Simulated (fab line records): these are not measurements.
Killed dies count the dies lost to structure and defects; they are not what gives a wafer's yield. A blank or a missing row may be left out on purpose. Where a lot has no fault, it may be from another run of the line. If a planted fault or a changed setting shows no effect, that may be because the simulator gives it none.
The tool behind it: which one? / flow sky130 / at 1 step of a route of 708, 7 lots with 21 wafers sampled

WHAT THE GAUGES SHOWED, per wafer
SKY_CAP2M_OVL_MEAS_12.
lot=L673; measured=day 41 17:36; on=overlay-02; CAP2M_OVL (nm)=-0.2 0.1 0.7
lot=L675; measured=day 42 02:05; on=overlay-01; CAP2M_OVL (nm)=-1.5 0.5 0.0
lot=L677; measured=day 42 15:53; on=overlay-01; CAP2M_OVL (nm)=-2.0 0.3 -0.6
lot=L680; measured=day 43 09:14; on=overlay-02; CAP2M_OVL (nm)=-1.7 -0.5 0.6
lot=L688; measured=day 46 08:22; on=overlay-02; CAP2M_OVL (nm)=1.4 -3.1 -0.3
lot=L692; measured=day 46 15:44; on=overlay-02; CAP2M_OVL (nm)=0.5 0.0 -0.9
lot=L694; measured=day 47 04:12; on=overlay-01; CAP2M_OVL (nm)=-1.3 2.2 0.7

WHICH TOOL RAN EACH LOT (tool, then ch and the chambers of the sampled wafers, then the start)
There is no process step in the record ahead of these readings.

THE ANSWER, worked out from the rows above alone
Rule: the lots themselves supply what counts as usual. Put in order of their means at a reading, lots are off if they are a third of the lots or fewer, leave a main group of 4 or more, and stand apart from it by a gap of 3 or more times the standard deviation of the main group's means; of several such gaps the widest counts. If all means in a main group match to the digits the tables above print for the reading, that group is not used. Also off: a lot with no number at a reading for which 4 or more lots have one. The other lots that the step has rows for count as sound.
None of the lots is off at any reading shown; this tells nothing.

WHAT WAS PUT IN BY THE SIMULATOR
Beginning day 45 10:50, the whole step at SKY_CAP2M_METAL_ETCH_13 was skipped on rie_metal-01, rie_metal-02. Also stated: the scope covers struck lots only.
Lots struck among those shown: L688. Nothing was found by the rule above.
